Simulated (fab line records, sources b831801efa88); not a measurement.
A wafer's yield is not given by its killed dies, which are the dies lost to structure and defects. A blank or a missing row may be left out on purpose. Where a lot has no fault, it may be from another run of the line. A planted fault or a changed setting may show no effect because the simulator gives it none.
Chamber matching | flow sky130 | rieDiel-03 running SKY_VIA2_ETCH_15: 4 sister chambers
The step etches SiO2 in C4F8/O2/Ar, stops on TiN, target depth 546 nm, time 84 s. 4 wafers are shown with their chamber, then 7 later ones without.

== WAFERS PAIRED WITH THEIR CHAMBERS ==
wafer  | chamber | oesProductAu (a.u.)
L190.3 | 3       | 0.929
L190.4 | 1       | 0.940
L192.1 | 2       | 0.945
L192.4 | 0       | 0.939

== WAFERS MISSING THEIR CHAMBER ==
wafer  | oesProductAu (a.u.)
L192.5 | 0.941
L199.1 | 0.933
L199.2 | 0.944
L199.4 | 0.941
L197.1 | 0.938
L197.3 | 0.945
L197.6 | 0.939

== WHICH CHAMBER EACH WENT THROUGH ==
wafer  | from the rows above          | in truth
L192.5 | can't be placed: 1 or 0 or 2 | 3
L199.1 | can't be placed: 3 or 0 or 1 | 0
L199.2 | can't be placed: 2 or 1      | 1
L199.4 | can't be placed: 1 or 0 or 2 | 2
L197.1 | can't be placed: 0 or 1      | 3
L197.3 | 2                            | 2
L197.6 | can't be placed: 0 or 1      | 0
1 of 7 placed correctly. From these rows, 6 cannot be placed; in 4 the true chamber is one of the candidates. Placed wrongly: 0.
How it was worked out, from the rows above alone: a wafer's distance from a chamber is the root of the sum, over the readings, of the square of ((its reading less the chamber's mean) divided by the reading's scatter). If the next closest chamber is less than 2 further off than the closest, the wafer can't be placed; otherwise it belongs to the closest. A chamber's mean is the mean of its shown wafers. The scatter: root of mean squared gap, hidden wafer to nearest shown wafer, with one shown wafer a chamber.
